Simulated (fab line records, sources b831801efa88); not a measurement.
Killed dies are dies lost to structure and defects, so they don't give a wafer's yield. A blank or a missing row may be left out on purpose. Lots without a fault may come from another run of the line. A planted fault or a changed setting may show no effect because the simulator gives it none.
A struck lot beside a sound one | flow sky130 | 21 steps out of a route of 708
Sound: wafers L190.1, L190.3, L190.5. Struck: wafer L196.2. (L196.3, L196.5 of the same lot were not struck and are left out.) The cause comes at the end.
At each step with rows: each side's tool, then ch and its chambers, then its first start. Under that, the readings that differ: sound wafers | struck wafers | difference of the means | sigmas: that difference in standard deviations of wafers without a fault.
alike: readings whose means differ by less than 2 such deviations, and words and numbers that are the same on both sides. not compared: withheld readings, readings that some wafer has no value for, bounds like >300 that may hide the same value, and numbers for which the record gives no deviation and whose values overlap.
The two part at a step that has a row with sigmas, a row that says differs or no value, or rows on one side only. Numbers that don't overlap but have no deviation are shown without sigmas and don't part them. A reading that every wafer of one side lacks parts them only if that side has two wafers or more.

first, 6 steps without rows for these wafers: SKY_LI_CONTACT_COAT_06 (resist thk 60 nm); SKY_LI_CONTACT_COAT_07 (resist thk 450 nm); SKY_LI_CONTACT_SOFTBAKE_08 (time 90 s); SKY_LI_CONTACT_EXPOSE_09 (exposes mask LICM1, target cd 170 nm); SKY_LI_CONTACT_PEB_10; SKY_LI_CONTACT_DEVELOP_11 (develop time 60 s).
SKY_LI_CONTACT_CD_MEAS_12: target cd 170 nm.
  sound on cd_sem-02, day 32 08:31; struck on cd_sem-01, day 34 01:29
  alike: cd_nm
SKY_LI_CONTACT_OVL_MEAS_13:
  sound on overlay-02, day 32 08:38; struck on overlay-01, day 34 01:36
  alike: LI_CONTACT_OVL
then, 1 step without rows for these wafers: SKY_LI_CONTACT_ETCH_14 (etches BARC in N2/H2, stops on SiO2, time 45.9 s, target depth 60 nm).
SKY_LI_CONTACT_ETCH_15: etches PSG in C4F8/O2/Ar, stops on Si, target depth 600 nm.
  sound on rie_diel-03 ch 1,3, day 32 08:43; struck on rie_diel-03 ch 3, day 34 01:40
  alike: oes_product_au
SKY_LI_CONTACT_STRIP_16: strips in O2/N2.
  sound on plasma_asher-02 ch 0,1, day 32 08:48; struck on plasma_asher-02 ch 1, day 34 01:45
  alike: drypump_motor_current_A, oes_product_au, strip_time_to_endpoint_s
  not compared: rf_hours_counter_h
then, 1 step without rows for these wafers: SKY_LI_CONTACT_CLEAN_17 (cleans in NMP, time 600 s).
SKY_LI_CONTACT_PRE_CLEAN_18: time 5.6 s.
  sound on pvd_sputter-01, day 32 09:05; struck on pvd_sputter-03, day 34 02:03
  reading                                       | sound             | struck | difference | sigmas
  model.PSG_of_LI_CONTACT_HDPCVD_00.thk_nm (nm) | 591.7 592.6 592.6 | 596    | +4         |
then, 1 step without rows for these wafers: SKY_LI_CONTACT_SPUTTER_19 (material Ti, target thk 20 nm, time 106.37 s).
SKY_LI_CONTACT_SPUTTER_20: material TiN, target thk 20 nm, time 80 s.
  sound on pvd_sputter-01, day 32 09:11; struck on pvd_sputter-03, day 34 02:08
  alike: throttle_valve_pct
SKY_LI_CONTACT_CVD_21: deposits W, target thk 400 nm, time 120.56 s.
  sound on cvd_w-02 ch 0,1, day 32 09:15; struck on cvd_w-02 ch 1, day 34 02:12
  reading            | sound       | struck | difference | sigmas
  heater_power_w (W) | 752 753 895 | 905    | +105       | +2
SKY_LI_CONTACT_RS_MEAS_22: measures by four-point-probe.
  sound on film_metro-01, day 32 09:22; struck on film_metro-03, day 34 02:21
  alike: LI_CONTACT_W_RS
SKY_LI_CONTACT_THK_MEAS_23: measures by xrf.
  sound on film_metro-01, day 32 09:29; struck on film_metro-03, day 34 02:28
  alike: LI_CONTACT_W_THK
SKY_LI_CONTACT_CMP_24: polishes, stops on PSG, t overpolish 20 s, target thk 0 nm.
  sound on cmp-02 ch 0,1, day 32 09:33; struck on cmp-01 ch 0, day 34 02:31
  reading                                       | sound             | struck | difference | sigmas
  time_to_endpoint_s (s)                        | 102 98 99         | 88     | -12        | -3
  model.PSG_of_LI_CONTACT_HDPCVD_00.thk_nm (nm) | 587.3 588.2 588.2 | 591.6  | +3.7       |
  alike: motor_current_A, overpolish_run_s, platen_rpm
SKY_LOCAL_INTERCONNECT_SPUTTER_00: material TiN, target thk 100 nm, time 83.3 s.
  sound on pvd_sputter-03, day 32 09:51; struck on pvd_sputter-04, day 34 02:49
  alike: throttle_valve_pct
-- the record jumps here: 15 days lie between the struck wafers' starts before and after (it left off in module LOCAL_INTERCONNECT and takes up again in module PAD_OPEN, whose first step shown is number 708 of the route) --
SKY_PAD_OPEN_PROBE_99:
  sound on prober-01, day 48 08:24; struck on prober-01, day 49 10:11
  reading                                 | sound             | struck | difference | sigmas
  model.etest.licon_ndiff.rc_ohm          | 179.8 185.5 184.4 | 211.9  | +28.7      |
  model.etest.sonos_uncharged.r_on_ohm_um | 800.3 805.3 810.6 | 842.9  | +37.5      |
  model.etest.licon_poly.rc_ohm           | 149.9 150.4 159.9 | 169.9  | +16.5      |
  alike: killed_at_M0_to_M3, killed_at_M4_up, killed_at_contacts, killed_at_front_end, killed_at_other, killed_dies, killed_open, killed_short
  not compared: model.etest.nfet_g5v0d10v5.r_on_ohm_um, model.etest.nfet_01v8.r_on_ohm_um, model.etest.licon_pdiff.rc_ohm

WHERE THEY PART
First at SKY_LI_CONTACT_CVD_21; last, within this record, at SKY_LI_CONTACT_CMP_24. Later steps at which nothing parts them and some readings are alike: SKY_LOCAL_INTERCONNECT_SPUTTER_00, SKY_PAD_OPEN_PROBE_99.

WHY: what the simulator had put in
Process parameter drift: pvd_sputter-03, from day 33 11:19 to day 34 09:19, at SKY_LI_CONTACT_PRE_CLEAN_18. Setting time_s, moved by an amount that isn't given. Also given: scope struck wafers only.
